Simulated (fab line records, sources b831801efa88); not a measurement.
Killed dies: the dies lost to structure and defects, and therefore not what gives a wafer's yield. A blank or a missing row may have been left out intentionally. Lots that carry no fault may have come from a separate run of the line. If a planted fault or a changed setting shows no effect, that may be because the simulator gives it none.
Which tool did it? / flow sky130 / 8 lots with 24 wafers sampled at 2 steps, on a route of 708 steps

## WHAT EACH GAUGE READ, for each wafer
SKY_VT_ADJUST_LVTN_OVL_MEAS_07.
lot=L143; measured=day 7 15:24; on=overlay-01; VT_ADJUST_LVTN_OVL (nm)=1.9 -0.9 -0.1
lot=L144; measured=day 8 00:56; on=overlay-02; VT_ADJUST_LVTN_OVL (nm)=1.2 1.1 0.0
lot=L148; measured=day 8 15:29; on=overlay-02; VT_ADJUST_LVTN_OVL (nm)=327.5 325.7 322.9
lot=L154; measured=day 10 04:54; on=overlay-01; VT_ADJUST_LVTN_OVL (nm)=322.7 323.1 323.1
lot=L157; measured=day 11 03:37; on=overlay-01; VT_ADJUST_LVTN_OVL (nm)=0.9 1.0 0.0
lot=L159; measured=day 11 09:50; on=overlay-01; VT_ADJUST_LVTN_OVL (nm)=-0.3 1.0 -1.9
lot=L161; measured=day 12 00:42; on=overlay-01; VT_ADJUST_LVTN_OVL (nm)=-0.3 -0.9 0.1
lot=L165; measured=day 13 06:58; on=overlay-02; VT_ADJUST_LVTN_OVL (nm)=-1.2 -1.7 0.1

## WHICH TOOL RAN EACH LOT (tool, then ch and the chambers of the sampled wafers, then the start)
lot=L143; SKY_VT_ADJUST_LVTN_EXPOSE_04=ilineStepper-02 ch 0, day 7 06:14
lot=L144; SKY_VT_ADJUST_LVTN_EXPOSE_04=ilineStepper-02 ch 0, day 7 14:28
lot=L148; SKY_VT_ADJUST_LVTN_EXPOSE_04=ilineStepper-02 ch 0, day 8 05:23
lot=L154; SKY_VT_ADJUST_LVTN_EXPOSE_04=ilineStepper-02 ch 0, day 9 18:20
lot=L157; SKY_VT_ADJUST_LVTN_EXPOSE_04=ilineStepper-01 ch 0, day 10 16:25
lot=L159; SKY_VT_ADJUST_LVTN_EXPOSE_04=ilineStepper-01 ch 0, day 10 23:02
lot=L161; SKY_VT_ADJUST_LVTN_EXPOSE_04=ilineStepper-01 ch 0, day 11 12:29
lot=L165; SKY_VT_ADJUST_LVTN_EXPOSE_04=ilineStepper-01 ch 0, day 12 19:12
- SKY_VT_ADJUST_LVTN_EXPOSE_04: exposes mask NWM COMPLEMENT LESS NATIVE, target cd 840 nm.

## THE ANSWER, worked out from the rows above alone
Rule: the lots themselves supply what counts as usual. Put in order of their means at a reading, lots are off if they are a third of the lots or fewer, leave a main group of 4 or more, and stand apart from it by a gap of 3 or more times the standard deviation of the main group's means; of several such gaps the widest counts. A main group is skipped when, at the precision printed for the reading in the tables above, its means are all equal. Also off: a lot with no number at a reading for which 4 or more lots have one. All remaining lots with rows at the step are treated as sound.
Off: at SKY_VT_ADJUST_LVTN_OVL_MEAS_07 (VT_ADJUST_LVTN_OVL), L148, L154. Mean -0.0 nm and standard deviation 0.61 in the main group.
A tool fits if, at a process step before that reading, it ran every lot that is off, and no sound lot after the first of them. Those tools and the gauges at SKY_VT_ADJUST_LVTN_OVL_MEAS_07 are tried in the same way. One fits: ilineStepper-02 at SKY_VT_ADJUST_LVTN_EXPOSE_04. Its last sound lot is L144 (day 7 14:28), its first lot that is off L148 (day 8 05:23): a fault that began between those two fits.

## WHAT THE SIMULATOR HAD PUT IN
Scanner matching overlay: ilineStepper-02, from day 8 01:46 on, at SKY_VT_ADJUST_LVTN_EXPOSE_04. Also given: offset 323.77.
Shown lots that were struck: L148, L154. The rule above found the same.
